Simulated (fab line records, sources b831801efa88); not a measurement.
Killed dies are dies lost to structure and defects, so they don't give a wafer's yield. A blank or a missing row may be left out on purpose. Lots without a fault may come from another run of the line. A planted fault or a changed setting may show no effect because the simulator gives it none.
A struck lot beside a sound one | flow sky130 | 15 steps out of a route of 708
Sound: wafers L677.4, L677.5, L677.6. Struck: wafers L681.1, L681.2, L681.3. The cause comes at the end.
At each step with rows: each side's tool, then ch and its chambers, then its first start. Under that, the readings that differ: sound wafers | struck wafers | difference of the means | sigmas: that difference in standard deviations of wafers without a fault.
alike: readings whose means differ by less than 2 such deviations, and words and numbers that are the same on both sides. not compared: withheld readings, readings that some wafer has no value for, bounds like >300 that may hide the same value, and numbers for which the record gives no deviation and whose values overlap.
The two part at a step that has a row with sigmas, a row that says differs or no value, or rows on one side only. Numbers that don't overlap but have no deviation are shown without sigmas and don't part them. A reading that every wafer of one side lacks parts them only if that side has two wafers or more.

first, 7 steps without rows for these wafers: SKY_LDD_N_DEHYDRATE_00 (time 60 s); SKY_LDD_N_HMDS_01 (prime time 60 s); SKY_LDD_N_COAT_02 (resist thk 300 nm); SKY_LDD_N_SOFTBAKE_03 (time 60 s); SKY_LDD_N_EXPOSE_04 (exposes mask NTM, target cd 840 nm); SKY_LDD_N_PEB_05; SKY_LDD_N_DEVELOP_06 (develop time 60 s).
SKY_LDD_N_OVL_MEAS_07:
  sound on overlay-02, day 21 19:16; struck on overlay-02, day 23 09:20
  reading        | sound       | struck         | difference | sigmas
  LDD_N_OVL (nm) | 0.5 1.8 1.9 | -1.7 -1.8 -2.8 | -3.5       | -3
then, 4 steps without rows for these wafers: SKY_LDD_N_IMPLANT_08; SKY_LDD_N_IMPLANT_09; SKY_LDD_N_IMPLANT_10; SKY_LDD_N_IMPLANT_11.
SKY_LDD_N_IMPLANT_12:
  sound on implanter-01 ch 0, day 21 19:57; struck on implanter-01 ch 0, day 23 09:59
  reading                   | sound                | struck               | difference | sigmas
  beam_energy_keV           | 50.013 49.999 50.010 | 37.580 37.604 37.589 | -12.416    | -99 or more
  model.implant.rp_nm (nm)  | 32.38 32.38 32.38    | 25.24 25.24 25.24    | -7.14      |
  model.implant.drp_nm (nm) | 18.83 18.83 18.83    | 15.38 15.38 15.38    | -3.45      |
then, 1 step without rows for these wafers: SKY_LDD_N_IMPLANT_13.
-- the record jumps here: 26 days lie between the struck wafers' starts before and after (it left off in module LDD_N and takes up again in module PAD_OPEN, whose first step shown is number 708 of the route) --
SKY_PAD_OPEN_PROBE_99:
  sound on prober-02, day 48 14:15; struck on prober-02, day 49 13:33
  reading                                | sound                | struck               | difference | sigmas
  model.etest.nfet_01v8_lvt.vt_sat_v (V) | 0.5225 0.5319 0.5267 | 0.5011 0.5023 0.4938 | -0.0280    |
  model.etest.nfet_01v8.vt_sat_v (V)     | 0.6367 0.639 0.6366  | 0.619 0.6209 0.6167  | -0.019     |
  alike: killed_at_M0_to_M3, killed_at_M4_up, killed_at_contacts, killed_at_front_end, killed_at_other, killed_dies, killed_open, killed_short

WHERE THEY PART
First at SKY_LDD_N_OVL_MEAS_07; last, within this record, at SKY_LDD_N_IMPLANT_12. Later steps at which nothing parts them and some readings are alike: SKY_PAD_OPEN_PROBE_99.

WHY: what the simulator had put in
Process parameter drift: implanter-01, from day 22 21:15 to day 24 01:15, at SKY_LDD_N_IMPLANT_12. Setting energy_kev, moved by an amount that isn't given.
